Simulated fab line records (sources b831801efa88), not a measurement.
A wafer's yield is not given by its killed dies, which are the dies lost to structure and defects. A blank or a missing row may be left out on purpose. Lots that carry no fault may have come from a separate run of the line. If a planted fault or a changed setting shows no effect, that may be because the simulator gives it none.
The tool behind it: which one?	flow sky130	6 lots, 18 wafers sampled, at 2 steps of a route of 708

== WHAT THE GAUGES READ, wafer by wafer ==
SKY_METAL4_CD_MEAS_13 targets a cd of 300 nm.
lot	measured	on	cd-nm (nm)
L643	day 42 16:51	cd-sem-02	301.7 299.9 300.2
L645	day 43 04:03	cd-sem-02	299.3 298.6 297.3
L652	day 45 16:00	cd-sem-02	300.9 298.8 299.8
L655	day 45 23:16	cd-sem-01	299.7 301.7 299.9
L658	day 46 17:25	cd-sem-01	302.0 301.9 300.4
L664	day 48 00:21	cd-sem-02	299.6 299.5 299.4

== TOOL THAT RAN EACH LOT (tool first, then ch and the chambers of the sampled wafers, then the start) ==
lot	SKY_VIA3_CVD_21
L643	cvd-w-02 ch 0,1, day 40 15:38
L645	cvd-w-01 ch 0,1, day 41 02:16
L652	cvd-w-01 ch 0,1, day 43 17:11
L655	cvd-w-02 ch 0,1, day 44 01:12
L658	cvd-w-02 ch 0,1, day 44 20:53
L664	cvd-w-02 ch 0,1, day 46 06:58
- SKY_VIA3_CVD_21: deposits W, target thk 390 nm, time 117.31 s.

== THE ANSWER, worked out from the rows above alone ==
Rule: what is usual is taken from the lots themselves. Put in order of their means at a reading, lots are off if they are a third of the lots or fewer, leave a main group of 4 or more, and stand apart from it by a gap of 3 or more times the standard deviation of the main group's means; of several such gaps the widest counts. A main group whose means are all the same, to the digits that the tables above print for the reading, isn't used. Also off: a lot with no number at a reading for which 4 or more lots have one. All remaining lots with rows at the step are treated as sound.
No lot is off on any of the readings shown, so nothing can be concluded from this.

== WHAT HAD BEEN PUT IN BY THE SIMULATOR ==
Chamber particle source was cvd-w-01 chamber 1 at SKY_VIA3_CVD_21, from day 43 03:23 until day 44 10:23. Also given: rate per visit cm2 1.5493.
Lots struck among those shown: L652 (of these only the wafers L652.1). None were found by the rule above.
